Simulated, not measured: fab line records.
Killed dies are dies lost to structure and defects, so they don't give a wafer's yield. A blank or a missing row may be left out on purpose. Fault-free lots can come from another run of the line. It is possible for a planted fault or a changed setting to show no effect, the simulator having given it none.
Which tool is to blame? | flow gf180mcu | 7 lots, 21 wafers sampled, at 3 steps of a route of 602

WHAT EACH GAUGE READ, for each wafer
GF_HV_LDD_TW_MEAS_23.
lot  | measured     | on            | HV_LDD_2_TW
L531 | day 11 07:20 | film_metro-04 | 1069 1064 1061
L534 | day 12 07:44 | film_metro-03 | 1047 1051 1049
L536 | day 13 00:00 | film_metro-04 | 1068 1066 1069
L538 | day 13 09:19 | film_metro-03 | 1046 1046 1044
L540 | day 14 04:51 | film_metro-04 | 1065 1073 1064
L547 | day 16 09:44 | film_metro-04 | 1335 1334 1329
L552 | day 18 01:04 | film_metro-01 | 1056 1050 1046

WHICH TOOL RAN EACH LOT (tool, then ch and the chambers of the sampled wafers, then the start)
lot  | GF_VT_IMPLANT_STRIP_20               | GF_HV_LDD_IMPLANT_21
L531 | plasma_asher-03 ch 0,1, day 6 18:52  | implanter-02 ch 0, day 11 07:06
L534 | plasma_asher-02 ch 0,1, day 7 14:44  | implanter-02 ch 0, day 12 07:29
L536 | plasma_asher-02 ch 0,1, day 8 03:32  | implanter-01 ch 0, day 12 23:46
L538 | plasma_asher-03 ch 0,1, day 8 12:38  | implanter-01 ch 0, day 13 09:07
L540 | plasma_asher-04 ch 0,1, day 9 03:37  | implanter-02 ch 0, day 14 04:38
L547 | plasma_asher-03 ch 0,1, day 11 00:07 | implanter-01 ch 0, day 16 09:10
L552 | plasma_asher-04 ch 0,1, day 12 06:04 | implanter-02 ch 0, day 18 00:50
- GF_VT_IMPLANT_STRIP_20: strips in O2/N2.
- GF_HV_LDD_IMPLANT_21

THE ANSWER, worked out from the rows above alone
Rule: what is usual is taken from the lots themselves. Put in order of their means at a reading, lots are off if they are a third of the lots or fewer, leave a main group of 4 or more, and stand apart from it by a gap of 3 or more times the standard deviation of the main group's means; of several such gaps the widest counts. The tables above print the reading to a certain number of digits; a main group whose means all agree to those digits is not used. A lot without any number at a reading at which 4 lots or more have one is off too. The other lots that the step has rows for count as sound.
Off: L547, seen at GF_HV_LDD_TW_MEAS_23 (HV_LDD_2_TW). The main group has a mean of 1057 with a standard deviation of 9.3.
A tool fits if, at a process step before that reading, it ran every lot that is off, and no sound lot after the first of them. The gauges at GF_HV_LDD_TW_MEAS_23 are tried like those tools. Can't be told from this: 3 tools fit, plasma_asher-03 at GF_VT_IMPLANT_STRIP_20, implanter-01 at GF_HV_LDD_IMPLANT_21, film_metro-04 at GF_HV_LDD_TW_MEAS_23.

WHAT HAD BEEN PUT IN BY THE SIMULATOR
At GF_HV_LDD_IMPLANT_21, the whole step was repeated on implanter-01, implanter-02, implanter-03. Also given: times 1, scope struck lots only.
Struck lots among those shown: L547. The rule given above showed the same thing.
